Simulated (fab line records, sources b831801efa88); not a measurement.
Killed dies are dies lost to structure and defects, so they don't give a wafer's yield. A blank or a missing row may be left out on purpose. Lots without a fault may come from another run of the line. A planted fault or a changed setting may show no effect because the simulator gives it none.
Problem report in the 8D (eight disciplines) form, filled by code | flow sky130 | the parts of the form that need people (team, actions taken, sign-off) are left out

1. THE PROBLEM
dose_ions_cm2 at SKY_LDD_N_IMPLANT_14 reads a mean of 5e+12 on 6 wafers of 2 lots; wafers without a fault read 5e+12 with a standard deviation of 5.8e+09. That is +14 standard deviations from the usual mean.
First seen on wafer L750.2, day 23 14:57, on implanter-03. The record holds 39 wafers of 13 lots with a number at this step. Rule for "out", or "out of limits": more than 4 standard deviations from the usual mean. The other wafers with a number count as sound.

2. WHAT IT IS AND WHAT IT IS NOT
question                    | is                     | is not
which readings at this step | dose_ions_cm2          | end_station_pressure_torr
which lots                  | L750, L752             | L734, L737, L738, L739, L741, L742, L743, L749, L755, L756, L757
which wafers of those lots  | all that have a number | -
read on which tools         | implanter-03           | implanter-01, implanter-02
when                        | from day 23 14:57      | up to then (24 sound wafers); but 9 sound wafers of L755, L756, L757 came after

3. SUSPECTS, AND WHAT RULES EACH OUT
Counting: a tool at a process step up to the reading stays a suspect if it ran every lot that is out and no sound lot after the first of them.
- rie_diel-02 at SKY_POLY_GATE_ETCH_15 (etches BARC in N2/H2, stops on SiO2, time 118.5 s, target depth 110 nm): ruled out as a lasting fault. Sound lots L755, L756, L757 ran on it after its first lot that is out, L750 (day 22 07:02).
- implanter-03 at SKY_LDD_N_IMPLANT_14: kept. It ran every lot that is out, first L750 (day 23 14:57), and no sound lot after that; its last sound lot up to then is L749 (day 23 10:32). Its own readings are out on those wafers: dose_ions_cm2.
Left after counting: implanter-03 at SKY_LDD_N_IMPLANT_14.

4. THE CAUSE (what the simulator had put in)
Process parameter drift: implanter-03, from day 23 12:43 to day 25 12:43, at SKY_LDD_N_IMPLANT_14. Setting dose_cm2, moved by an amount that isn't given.
Counting left only this tool.

5. THE CHAIN OF EFFECTS, in route order
Each row: a reading whose mean over the struck wafers that have a number lies more than 3 standard deviations from the usual. Only readings for which the record gives a usual standard deviation are gone through. hours: the time from each lot's start at the first step in this table that gives one to its start at this step, as a median over the lots. sigmas: the change in usual standard deviations.
hours | step                 | reading       | usual | on struck wafers | change | sigmas
0     | SKY_LDD_N_IMPLANT_14 | dose_ions_cm2 | 5e+12 | 5e+12            | +8e+10 | +14
The process steps in it:
- SKY_LDD_N_IMPLANT_14
Later measuring or inspecting steps at which every struck wafer that the step has a row for has a number for every such reading, and none has moved that far: SKY_LDD_P_OVL_MEAS_08.

6. WHAT WOULD HAVE CAUGHT IT SOONER
In this record the first reading out of limits was taken at day 23 14:57, 2 hours after the fault began at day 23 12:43.
